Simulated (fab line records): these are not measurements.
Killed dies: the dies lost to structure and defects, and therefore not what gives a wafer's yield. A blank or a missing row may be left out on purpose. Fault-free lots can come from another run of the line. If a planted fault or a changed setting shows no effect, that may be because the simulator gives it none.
fab line records :: flow sky130 :: part 2 of 2: steps 30 to 40 of 40
record:
  lots: 5
  wafers: 15
  last_day: 50
route steps=708 shown LDD_HVP@288 LDD_LDN@289 SPACER@304 POLY_CUT@307 SD_P@320
lots that met no fault: from a run of the same line without faults
start_h: hours from the record's first day to the start of the lot's first wafer shown :: wait_h: hours elapsed since this lot's preceding step :: " repeats the value in the row above :: L1.1+2: one row covering several wafers at once :: - value missing, or start not given :: * or withheld: withheld :: < > ~ a bound
route shown NAME@n: names a module that has steps shown in the file, with the first one's number in the route :: usual: mean/standard deviation taken from wafers without a fault :: same: alike in all rows :: chamber/n: place in a boat :: sites: the reading at each site :: _std_site: their standard deviation :: _edge_site: inner sites' mean taken away from outer sites' mean :: radius_mm: for every site, how far away it sits from the centre of the wafer :: mask NAME#n: copy n :: behind: the tool/chamber that last shaped the wafer :: hold: cause of the lot's hold/its duration in hours/its outcome :: device: the n, p or np transistor that did not switch :: end of line: tests of these same wafers at the route's end :: a step with no rows: only its recipe :: killed: at the first sort, the dies lost to defects and structure; wafer yield is something else :: map: dies across one wafer; x = killed, . = not, _ = none there
set.NAME: the setting that was run; set.NAME@STEP: the one run at that earlier step :: model.NAME: the simulator's own value behind a step, which no gauge read
a table for each step, a row for each wafer; lots at some steps of the route
services: from which hour (start_h, from the record's first day; less than 0 if before it) a tool's chamber was out of use, for how many hours, and why
== steps ==
step: SKY_POLY_CUT_ETCH_10
recipe:
  chemistry: N2/H2
  target: BARC
  ion_energy_ev: 200
  source_w: 500
  bias_w: 100
  pressure_mtorr: 30
  n2_flow_sccm: 100
  h2_flow_sccm: 200
  stop_on: SiO2
  time_s: 45.9
  target_depth_a: 600
usual:
  drypump_motor_current_A: 5.7/0.4
  h2_flow_sccm: 200.0/0.63
  oes_product_au: 0.855/0.0049
  throttle_valve_pct: 13.224/0.0085
same:
  time_s: 45.9
lot.wafer: L078.2
tool: rie_diel-02
chamber: 3
start_h: 598.69
wait_h: 0.0
drypump_motor_current_A: 5.7
h2_flow_sccm: 200.2
oes_product_au: 0.858
rf_hours_counter_h: 14
throttle_valve_pct: 13.232

lot.wafer: L078.3
tool: rie_diel-02
chamber: 1
start_h: 598.69
wait_h: 0.0
drypump_motor_current_A: 5.5
h2_flow_sccm: 199.4
oes_product_au: 0.856
rf_hours_counter_h: 14
throttle_valve_pct: 13.223

lot.wafer: L078.4
tool: rie_diel-02
chamber: 2
start_h: 598.69
wait_h: 0.0
drypump_motor_current_A: 5.6
h2_flow_sccm: 200.6
oes_product_au: 0.850
rf_hours_counter_h: -
throttle_valve_pct: 13.223

lot.wafer: L087.1
tool: rie_diel-03
chamber: 1
start_h: 669.33
wait_h: 0.0
drypump_motor_current_A: 6.2
h2_flow_sccm: 199.2
oes_product_au: 0.866
rf_hours_counter_h: 11
throttle_valve_pct: 13.217

lot.wafer: L087.4
tool: rie_diel-03
chamber: 0
start_h: 669.33
wait_h: 0.0
drypump_motor_current_A: 5.2
h2_flow_sccm: 200.4
oes_product_au: 0.857
rf_hours_counter_h: 43
throttle_valve_pct: 13.227

lot.wafer: L087.6
tool: rie_diel-03
chamber: 2
start_h: 669.33
wait_h: 0.0
drypump_motor_current_A: 5.8
h2_flow_sccm: 199.0
oes_product_au: 0.852
rf_hours_counter_h: -
throttle_valve_pct: 13.233

lot.wafer: L089.1
tool: rie_diel-02
chamber: 3
start_h: 687.63
wait_h: 0.0
drypump_motor_current_A: 5.7
h2_flow_sccm: 200.2
oes_product_au: 0.860
rf_hours_counter_h: 16
throttle_valve_pct: 13.227

lot.wafer: L089.2
tool: rie_diel-02
chamber: 2
start_h: 687.63
wait_h: 0.0
drypump_motor_current_A: 5.6
h2_flow_sccm: 199.5
oes_product_au: 0.853
rf_hours_counter_h: 8
throttle_valve_pct: 13.218

lot.wafer: L089.3
tool: rie_diel-02
chamber: 1
start_h: 687.63
wait_h: 0.0
drypump_motor_current_A: 5.5
h2_flow_sccm: 199.5
oes_product_au: 0.857
rf_hours_counter_h: 16
throttle_valve_pct: 13.217

lot.wafer: L095.3
tool: rie_diel-02
chamber: 0
start_h: 731.48
wait_h: 0.0
drypump_motor_current_A: 6.7
h2_flow_sccm: 199.0
oes_product_au: 0.857
rf_hours_counter_h: 2
throttle_valve_pct: 13.243

lot.wafer: L095.4
tool: rie_diel-02
chamber: 1
start_h: 731.48
wait_h: 0.0
drypump_motor_current_A: 5.5
h2_flow_sccm: 199.0
oes_product_au: 0.852
rf_hours_counter_h: 17
throttle_valve_pct: 13.221

lot.wafer: L095.6
tool: rie_diel-02
chamber: 0
start_h: 731.48
wait_h: 0.0
drypump_motor_current_A: 6.6
h2_flow_sccm: 198.2
oes_product_au: 0.845
rf_hours_counter_h: -
throttle_valve_pct: 13.212

lot.wafer: L096.1
tool: rie_diel-02
chamber: 2
start_h: 736.78
wait_h: 0.0
drypump_motor_current_A: 5.6
h2_flow_sccm: 198.3
oes_product_au: 0.851
rf_hours_counter_h: 9
throttle_valve_pct: 13.229

lot.wafer: L096.2
tool: rie_diel-02
chamber: 0
start_h: 736.78
wait_h: 0.0
drypump_motor_current_A: 6.6
h2_flow_sccm: 200.1
oes_product_au: 0.856
rf_hours_counter_h: 2
throttle_valve_pct: 13.214

lot.wafer: L096.6
tool: rie_diel-02
chamber: 3
start_h: 736.78
wait_h: 0.0
drypump_motor_current_A: 5.8
h2_flow_sccm: 199.7
oes_product_au: 0.850
rf_hours_counter_h: -
throttle_valve_pct: 13.223
step: SKY_POLY_CUT_ETCH_11
recipe:
  target: Si3N4
  chemistry: CF4/CH2F2/Ar
  stop_on: poly-Si
  source_w: 600
  bias_w: 150
  pressure_mtorr: 40
  cf4_flow_sccm: 40
  ch2f2_flow_sccm: 20
  Ar_flow_sccm: 150
  time_s: 42.5
  target_depth_a: 600
usual:
  drypump_motor_current_A: 5.7/0.4
  oes_product_au: 0.830/0.0061
  throttle_valve_pct: 14.994/0.0092
same:
  time_s: 42.5
lot.wafer: L078.2
tool: rie_diel-02
chamber: 3
start_h: 598.73
wait_h: 0.0
drypump_motor_current_A: 5.8
oes_product_au: 0.833
rf_hours_counter_h: 14
throttle_valve_pct: 14.999

lot.wafer: L078.3
tool: rie_diel-02
chamber: 1
start_h: 598.73
wait_h: 0.0
drypump_motor_current_A: 5.5
oes_product_au: 0.834
rf_hours_counter_h: 14
throttle_valve_pct: 15.006

lot.wafer: L078.4
tool: rie_diel-02
chamber: 2
start_h: 598.73
wait_h: 0.0
drypump_motor_current_A: 5.6
oes_product_au: 0.829
rf_hours_counter_h: -
throttle_valve_pct: 14.981

lot.wafer: L087.1
tool: rie_diel-03
chamber: 1
start_h: 669.38
wait_h: 0.0
drypump_motor_current_A: 6.2
oes_product_au: 0.835
rf_hours_counter_h: 11
throttle_valve_pct: 14.992

lot.wafer: L087.4
tool: rie_diel-03
chamber: 0
start_h: 669.38
wait_h: 0.0
drypump_motor_current_A: 5.2
oes_product_au: 0.828
rf_hours_counter_h: 43
throttle_valve_pct: 15.001

lot.wafer: L087.6
tool: rie_diel-03
chamber: 2
start_h: 669.38
wait_h: 0.0
drypump_motor_current_A: 5.8
oes_product_au: 0.834
rf_hours_counter_h: -
throttle_valve_pct: 15.003

lot.wafer: L089.1
tool: rie_diel-02
chamber: 3
start_h: 687.67
wait_h: 0.0
drypump_motor_current_A: 5.7
oes_product_au: 0.833
rf_hours_counter_h: 16
throttle_valve_pct: 15.000

lot.wafer: L089.2
tool: rie_diel-02
chamber: 2
start_h: 687.67
wait_h: 0.0
drypump_motor_current_A: 5.6
oes_product_au: 0.829
rf_hours_counter_h: 8
throttle_valve_pct: 14.999

lot.wafer: L089.3
tool: rie_diel-02
chamber: 1
start_h: 687.67
wait_h: 0.0
drypump_motor_current_A: 5.5
oes_product_au: 0.832
rf_hours_counter_h: 16
throttle_valve_pct: 15.004

lot.wafer: L095.3
tool: rie_diel-02
chamber: 0
start_h: 731.53
wait_h: 0.0
drypump_motor_current_A: 6.6
oes_product_au: 0.833
rf_hours_counter_h: 2
throttle_valve_pct: 14.979

lot.wafer: L095.4
tool: rie_diel-02
chamber: 1
start_h: 731.53
wait_h: 0.0
drypump_motor_current_A: 5.5
oes_product_au: 0.832
rf_hours_counter_h: 17
throttle_valve_pct: 14.996

lot.wafer: L095.6
tool: rie_diel-02
chamber: 0
start_h: 731.53
wait_h: 0.0
drypump_motor_current_A: 6.6
oes_product_au: 0.835
rf_hours_counter_h: -
throttle_valve_pct: 14.974

lot.wafer: L096.1
tool: rie_diel-02
chamber: 2
start_h: 736.82
wait_h: 0.0
drypump_motor_current_A: 5.6
oes_product_au: 0.824
rf_hours_counter_h: 9
throttle_valve_pct: 14.989

lot.wafer: L096.2
tool: rie_diel-02
chamber: 0
start_h: 736.82
wait_h: 0.0
drypump_motor_current_A: 6.6
oes_product_au: 0.843
rf_hours_counter_h: 3
throttle_valve_pct: 15.003

lot.wafer: L096.6
tool: rie_diel-02
chamber: 3
start_h: 736.82
wait_h: 0.0
drypump_motor_current_A: 5.8
oes_product_au: 0.843
rf_hours_counter_h: -
throttle_valve_pct: 15.004
step: SKY_POLY_CUT_STRIP_12
recipe:
  chemistry: O2/N2
  power_w: 1400
  pressure_mtorr: 1500
  platen_temp_c: withheld
  o2_flow_sccm: 3000
  n2_flow_sccm: 300
  overash_fraction: 0.5
usual:
  drypump_motor_current_A: 5.7/0.63
  o2_flow_sccm: 3002/9.2
  oes_product_au: 0.452/0.0044
  strip_time_to_endpoint_s: 5.362/0.019
lot.wafer: L078.2
tool: plasma_asher-02
chamber: 0
start_h: 598.77
wait_h: 0.0
drypump_motor_current_A: 6.4
o2_flow_sccm: 3005
oes_product_au: 0.445
rf_hours_counter_h: 89
strip_time_to_endpoint_s: 5.353

lot.wafer: L078.3
tool: plasma_asher-02
chamber: 0
start_h: 598.77
wait_h: 0.0
drypump_motor_current_A: 6.5
o2_flow_sccm: 3003
oes_product_au: 0.451
rf_hours_counter_h: -
strip_time_to_endpoint_s: 5.325

lot.wafer: L078.4
tool: plasma_asher-02
chamber: 1
start_h: 598.77
wait_h: 0.0
drypump_motor_current_A: 5.5
o2_flow_sccm: 3011
oes_product_au: 0.449
rf_hours_counter_h: -
strip_time_to_endpoint_s: 5.357

lot.wafer: L087.1
tool: plasma_asher-03
chamber: 0
start_h: 669.42
wait_h: 0.0
drypump_motor_current_A: 6.5
o2_flow_sccm: 2988
oes_product_au: 0.456
rf_hours_counter_h: 87
strip_time_to_endpoint_s: 5.364

lot.wafer: L087.4
tool: plasma_asher-03
chamber: 1
start_h: 669.42
wait_h: 0.0
drypump_motor_current_A: 4.9
o2_flow_sccm: 3000
oes_product_au: 0.450
rf_hours_counter_h: -
strip_time_to_endpoint_s: 5.381

lot.wafer: L087.6
tool: plasma_asher-03
chamber: 0
start_h: 669.42
wait_h: 0.0
drypump_motor_current_A: 6.5
o2_flow_sccm: 3005
oes_product_au: 0.454
rf_hours_counter_h: -
strip_time_to_endpoint_s: 5.349

lot.wafer: L089.1
tool: plasma_asher-03
chamber: 0
start_h: 687.71
wait_h: 0.0
drypump_motor_current_A: 6.5
o2_flow_sccm: 2991
oes_product_au: 0.459
rf_hours_counter_h: 89
strip_time_to_endpoint_s: 5.377

lot.wafer: L089.2
tool: plasma_asher-03
chamber: 1
start_h: 687.71
wait_h: 0.0
drypump_motor_current_A: 4.9
o2_flow_sccm: 3003
oes_product_au: 0.447
rf_hours_counter_h: 89
strip_time_to_endpoint_s: 5.373

lot.wafer: L089.3
tool: plasma_asher-03
chamber: 0
start_h: 687.71
wait_h: 0.0
drypump_motor_current_A: 6.5
o2_flow_sccm: 2992
oes_product_au: 0.451
rf_hours_counter_h: -
strip_time_to_endpoint_s: 5.369

lot.wafer: L095.3
tool: plasma_asher-04
chamber: 1
start_h: 731.60
wait_h: 0.1
drypump_motor_current_A: 5.4
o2_flow_sccm: 3001
oes_product_au: 0.459
rf_hours_counter_h: -
strip_time_to_endpoint_s: 5.387

lot.wafer: L095.4
tool: plasma_asher-04
chamber: 0
start_h: 731.60
wait_h: 0.1
drypump_motor_current_A: 5.0
o2_flow_sccm: 3006
oes_product_au: 0.457
rf_hours_counter_h: -
strip_time_to_endpoint_s: 5.385

lot.wafer: L095.6
tool: plasma_asher-04
chamber: 1
start_h: 731.60
wait_h: 0.1
drypump_motor_current_A: 5.5
o2_flow_sccm: 2989
oes_product_au: 0.457
rf_hours_counter_h: -
strip_time_to_endpoint_s: 5.389

lot.wafer: L096.1
tool: plasma_asher-03
chamber: 1
start_h: 736.86
wait_h: 0.0
drypump_motor_current_A: 4.9
o2_flow_sccm: 2992
oes_product_au: 0.450
rf_hours_counter_h: 94
strip_time_to_endpoint_s: 5.358

lot.wafer: L096.2
tool: plasma_asher-03
chamber: 0
start_h: 736.86
wait_h: 0.0
drypump_motor_current_A: 6.5
o2_flow_sccm: 3000
oes_product_au: 0.454
rf_hours_counter_h: 94
strip_time_to_endpoint_s: 5.372

lot.wafer: L096.6
tool: plasma_asher-03
chamber: 0
start_h: 736.86
wait_h: 0.0
drypump_motor_current_A: 6.5
o2_flow_sccm: 3000
oes_product_au: 0.452
rf_hours_counter_h: -
strip_time_to_endpoint_s: 5.350
step: SKY_SD_P_DEHYDRATE_00
recipe:
  temp_c: 200
  time_s: 60
same:
  time_s: 60
lot.wafer: L078.2+3+4
tool: litho_track-01
chamber: 0
start_h: 613.09
wait_h: 14.3

lot.wafer: L087.1+4+6
tool: litho_track-04
chamber: 0
start_h: 682.98
wait_h: 13.5

lot.wafer: L089.1+2+3
tool: litho_track-01
chamber: 0
start_h: 701.26
wait_h: 13.5

lot.wafer: L095.3+4+6
tool: litho_track-03
chamber: 0
start_h: 744.97
wait_h: 13.3

lot.wafer: L096.1+2+6
tool: litho_track-01
chamber: 0
start_h: 750.26
wait_h: 13.4
step: SKY_SD_P_HMDS_01
recipe:
  prime_time_s: 60
  prime_temp_c: 120
lot.wafer: L078.2+3+4
tool: litho_track-01
chamber: 0
start_h: 613.24
wait_h: 0.1

lot.wafer: L087.1+4+6
tool: litho_track-04
chamber: 0
start_h: 683.13
wait_h: 0.1

lot.wafer: L089.1+2+3
tool: litho_track-01
chamber: 0
start_h: 701.41
wait_h: 0.1

lot.wafer: L095.3+4+6
tool: litho_track-03
chamber: 0
start_h: 745.12
wait_h: 0.1

lot.wafer: L096.1+2+6
tool: litho_track-01
chamber: 0
start_h: 750.41
wait_h: 0.1
step: SKY_SD_P_COAT_02
recipe:
  resist: NOVOLAK
  spin_rpm: 3000
  resist_thk_nm: 1140
lot.wafer: L078.2+3+4
tool: litho_track-01
chamber: 0
start_h: 613.39
wait_h: 0.1

lot.wafer: L087.1+4+6
tool: litho_track-04
chamber: 0
start_h: 683.28
wait_h: 0.1

lot.wafer: L089.1+2+3
tool: litho_track-01
chamber: 0
start_h: 701.56
wait_h: 0.1

lot.wafer: L095.3+4+6
tool: litho_track-03
chamber: 0
start_h: 745.27
wait_h: 0.1

lot.wafer: L096.1+2+6
tool: litho_track-01
chamber: 0
start_h: 750.56
wait_h: 0.1
step: SKY_SD_P_SOFTBAKE_03
recipe:
  temp_c: 90
  time_s: 60
  resist: NOVOLAK
same:
  time_s: 60
lot.wafer: L078.2+3+4
tool: litho_track-01
chamber: 0
start_h: 613.54
wait_h: 0.1

lot.wafer: L087.1+4+6
tool: litho_track-04
chamber: 0
start_h: 683.43
wait_h: 0.1

lot.wafer: L089.1+2+3
tool: litho_track-01
chamber: 0
start_h: 701.71
wait_h: 0.1

lot.wafer: L095.3+4+6
tool: litho_track-03
chamber: 0
start_h: 745.42
wait_h: 0.1

lot.wafer: L096.1+2+6
tool: litho_track-01
chamber: 0
start_h: 750.71
wait_h: 0.1
step: SKY_SD_P_EXPOSE_04
recipe:
  mask_id: PSDM
  na: 0.6
  source_shape: conventional
  sigma_outer: 0.6
  polarization: unpolarized
  target_cd_nm: 380
  dose_mj: 138
same:
  na: 0.6
lot.wafer: L078.2+3+4
tool: iline_stepper-02
chamber: 0
start_h: -
wait_h: -
mask: PSDM#0

lot.wafer: L087.1+4+6
tool: iline_stepper-02
chamber: 0
start_h: -
wait_h: -
mask: PSDM#0

lot.wafer: L089.1+2+3
tool: iline_stepper-02
chamber: 0
start_h: -
wait_h: -
mask: PSDM#0

lot.wafer: L095.3+4+6
tool: iline_stepper-01
chamber: 0
start_h: -
wait_h: -
mask: PSDM#0

lot.wafer: L096.1+2+6
tool: iline_stepper-01
chamber: 0
start_h: -
wait_h: -
mask: PSDM#0
step: SKY_SD_P_PEB_05
recipe:
  temp_c: withheld
  time_s: *
  resist: NOVOLAK
same:
  time_s: *
lot.wafer: L078.2+3+4
tool: litho_track-03
chamber: 0
start_h: -
wait_h: -

lot.wafer: L087.1+4+6
tool: litho_track-04
chamber: 0
start_h: -
wait_h: -

lot.wafer: L089.1+2+3
tool: litho_track-03
chamber: 0
start_h: -
wait_h: -

lot.wafer: L095.3+4+6
tool: litho_track-01
chamber: 0
start_h: -
wait_h: -

lot.wafer: L096.1+2+6
tool: litho_track-01
chamber: 0
start_h: -
wait_h: -
step: SKY_SD_P_DEVELOP_06
recipe:
  resist: NOVOLAK
  developer: TMAH
  develop_time_s: 60
  dev_temp_c: 23
lot.wafer: L078.2+3+4
tool: litho_track-03
chamber: 0
start_h: 627.95
wait_h: 0.1

lot.wafer: L087.1+4+6
tool: litho_track-04
chamber: 0
start_h: 697.08
wait_h: 0.1

lot.wafer: L089.1+2+3
tool: litho_track-03
chamber: 0
start_h: 715.57
wait_h: 0.1

lot.wafer: L095.3+4+6
tool: litho_track-01
chamber: 0
start_h: 758.86
wait_h: 0.1

lot.wafer: L096.1+2+6
tool: litho_track-01
chamber: 0
start_h: 763.66
wait_h: 0.1
step: SKY_SD_P_CD_MEAS_07
recipe:
  target_cd_nm: 380
usual:
  cd_nm: 378.2/2.6
lot.wafer: L078.2
tool: cd_sem-01
chamber: -
start_h: 628.09
wait_h: 0.1
cd_nm: 380.1

lot.wafer: L078.3
tool: cd_sem-01
chamber: -
start_h: 628.09
wait_h: 0.1
cd_nm: 379.8

lot.wafer: L078.4
tool: cd_sem-01
chamber: -
start_h: 628.09
wait_h: 0.1
cd_nm: 378.4

lot.wafer: L087.1
tool: cd_sem-01
chamber: -
start_h: 697.23
wait_h: 0.1
cd_nm: 378.2

lot.wafer: L087.4
tool: cd_sem-01
chamber: -
start_h: 697.23
wait_h: 0.1
cd_nm: 378.2

lot.wafer: L087.6
tool: cd_sem-01
chamber: -
start_h: 697.23
wait_h: 0.1
cd_nm: 377.0

lot.wafer: L089.1
tool: cd_sem-02
chamber: -
start_h: 715.72
wait_h: 0.1
cd_nm: 377.8

lot.wafer: L089.2
tool: cd_sem-02
chamber: -
start_h: 715.72
wait_h: 0.1
cd_nm: 380.0

lot.wafer: L089.3
tool: cd_sem-02
chamber: -
start_h: 715.72
wait_h: 0.1
cd_nm: 379.1

lot.wafer: L095.3
tool: cd_sem-01
chamber: -
start_h: 759.00
wait_h: 0.1
cd_nm: 378.1

lot.wafer: L095.4
tool: cd_sem-01
chamber: -
start_h: 759.00
wait_h: 0.1
cd_nm: 378.1

lot.wafer: L095.6
tool: cd_sem-01
chamber: -
start_h: 759.00
wait_h: 0.1
cd_nm: 379.6

lot.wafer: L096.1
tool: cd_sem-01
chamber: -
start_h: 763.81
wait_h: 0.1
cd_nm: 376.2

lot.wafer: L096.2
tool: cd_sem-01
chamber: -
start_h: 763.81
wait_h: 0.1
cd_nm: 374.7

lot.wafer: L096.6
tool: cd_sem-01
chamber: -
start_h: 763.81
wait_h: 0.1
cd_nm: 374.5
== services ==
tool: iline_stepper-01
chamber: -
start_h: 528.81
hours: 12.3
kind: repair

tool: krf_scanner-02
chamber: -
start_h: 529.43
hours: 1.0
kind: pm

tool: krf_scanner-02
chamber: -
start_h: 531.13
hours: 28.7
kind: repair

tool: implanter-02
chamber: -
start_h: 534.53
hours: 0.5
kind: repair

tool: rie_diel-03
chamber: 2
start_h: 535.49
hours: 3.5
kind: repair

tool: rie_diel-02
chamber: 0
start_h: 549.17
hours: 12.2
kind: repair

tool: lpcvd-02
chamber: -
start_h: 553.95
hours: 1.0
kind: repair

tool: implanter-01
chamber: -
start_h: 555.45
hours: 2.3
kind: repair

tool: rie_diel-03
chamber: 3
start_h: 560.70
hours: 10.1
kind: repair

tool: rie_diel-02
chamber: 1
start_h: 570.32
hours: 5.5
kind: repair

tool: iline_stepper-02
chamber: -
start_h: 570.68
hours: 4.4
kind: pm

tool: krf_scanner-02
chamber: -
start_h: 570.92
hours: 0.5
kind: repair

tool: rie_diel-02
chamber: 3
start_h: 589.14
hours: 5.5
kind: repair

tool: rie_diel-02
chamber: 3
start_h: 602.81
hours: 10.2
kind: repair

tool: rie_diel-03
chamber: 2
start_h: 610.85
hours: 9.9
kind: repair

tool: rie_diel-03
chamber: 0
start_h: 628.17
hours: 2.2
kind: repair

tool: implanter-02
chamber: -
start_h: 660.79
hours: 16.3
kind: repair

tool: implanter-02
chamber: -
start_h: 670.92
hours: 4.9
kind: repair

tool: implanter-02
chamber: -
start_h: 677.06
hours: 1.9
kind: pm

tool: iline_stepper-02
chamber: -
start_h: 681.14
hours: 1.7
kind: pm

tool: lpcvd-02
chamber: -
start_h: 710.63
hours: 14.6
kind: pm

tool: implanter-01
chamber: -
start_h: 727.67
hours: 3.2
kind: repair

tool: implanter-01
chamber: -
start_h: 736.01
hours: 2.7
kind: pm

tool: lpcvd-02
chamber: -
start_h: 736.90
hours: 1.2
kind: repair
